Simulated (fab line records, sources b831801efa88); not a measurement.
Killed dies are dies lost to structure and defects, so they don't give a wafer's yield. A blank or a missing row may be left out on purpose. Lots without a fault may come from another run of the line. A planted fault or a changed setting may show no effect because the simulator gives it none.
A struck lot beside a sound one | flow sky130 | 14 steps out of a route of 708
Sound: wafers L316.1, L316.3, L316.6. Struck: wafers L330.4, L330.5, L330.6. The cause comes at the end.
At each step with rows: each side's tool, then ch and its chambers, then its first start. Under that, the readings that differ: sound wafers | struck wafers | difference of the means | sigmas: that difference in standard deviations of wafers without a fault.
alike: readings whose means differ by less than 2 such deviations, and words and numbers that are the same on both sides. not compared: withheld readings, readings that some wafer has no value for, bounds like >300 that may hide the same value, and numbers for which the record gives no deviation and whose values overlap.
The two part at a step that has a row with sigmas, a row that says differs or no value, or rows on one side only. Numbers that don't overlap but have no deviation are shown without sigmas and don't part them. A reading that every wafer of one side lacks parts them only if that side has two wafers or more.

first, 2 steps without rows for these wafers: SKY_LDD_LDN_PEB_05; SKY_LDD_LDN_DEVELOP_06 (develop time 60 s).
SKY_LDD_LDN_OVL_MEAS_07:
  sound on overlay-01, day 24 22:41; struck on overlay-02, day 29 04:56
  alike: LDD_LDN_OVL
then, 4 steps without rows for these wafers: SKY_LDD_LDN_IMPLANT_08; SKY_LDD_LDN_IMPLANT_09; SKY_LDD_LDN_IMPLANT_10; SKY_LDD_LDN_IMPLANT_11.
SKY_LDD_LDN_STRIP_12: strips in O2/N2.
  sound on plasma_asher-01 ch 0,1, day 24 23:20; struck on plasma_asher-01 ch 0,1, day 29 05:36
  alike: drypump_motor_current_A, oes_product_au, strip_time_to_endpoint_s
  not compared: rf_hours_counter_h
SKY_LDD_LDN_TW_MEAS_13:
  sound on film_metro-01, day 24 23:26; struck on film_metro-01, day 29 05:41
  alike: LDD_LDN_TW
then, 2 steps without rows for these wafers: SKY_LDD_LDN_CLEAN_14 (cleans in SC1/SC2, time 150 s); SKY_SPACER_CVD_00 (deposits Si3N4 from DCS/NH3, target thk 43.1 nm, time 740 s).
SKY_SPACER_THK_MEAS_01:
  sound on film_metro-04, day 25 00:44; struck on film_metro-03, day 29 07:01
  reading                | sound          | struck         | difference | sigmas
  SPACER_CVD_00_THK (nm) | 43.3 43.4 43.6 | 42.1 42.4 42.7 | -1.0       | -3
SKY_SPACER_ETCHBACK_02: etches Si3N4 in CH3F/O2, stops on SiO2, time 46.7 s, target depth 45 nm.
  sound on rie_diel-02 ch 0,3, day 25 00:48; struck on rie_diel-03 ch 0,1, day 29 07:02
  no value came back on the struck wafers for any of 5 readings (O2_flow_sccm (sccm), bias_w (W) and others); on the sound wafers O2_flow_sccm (sccm) reads 30.02 30.10 29.95
  not compared: rf_hours_counter_h
SKY_PAD_OPEN_PROBE_99:
  the record has rows for the sound wafers here (prober-01, day 47 04:57) and none for the struck ones

WHERE THEY PART
First at SKY_SPACER_THK_MEAS_01; last, within this record, at SKY_PAD_OPEN_PROBE_99.

WHY: what the simulator had put in
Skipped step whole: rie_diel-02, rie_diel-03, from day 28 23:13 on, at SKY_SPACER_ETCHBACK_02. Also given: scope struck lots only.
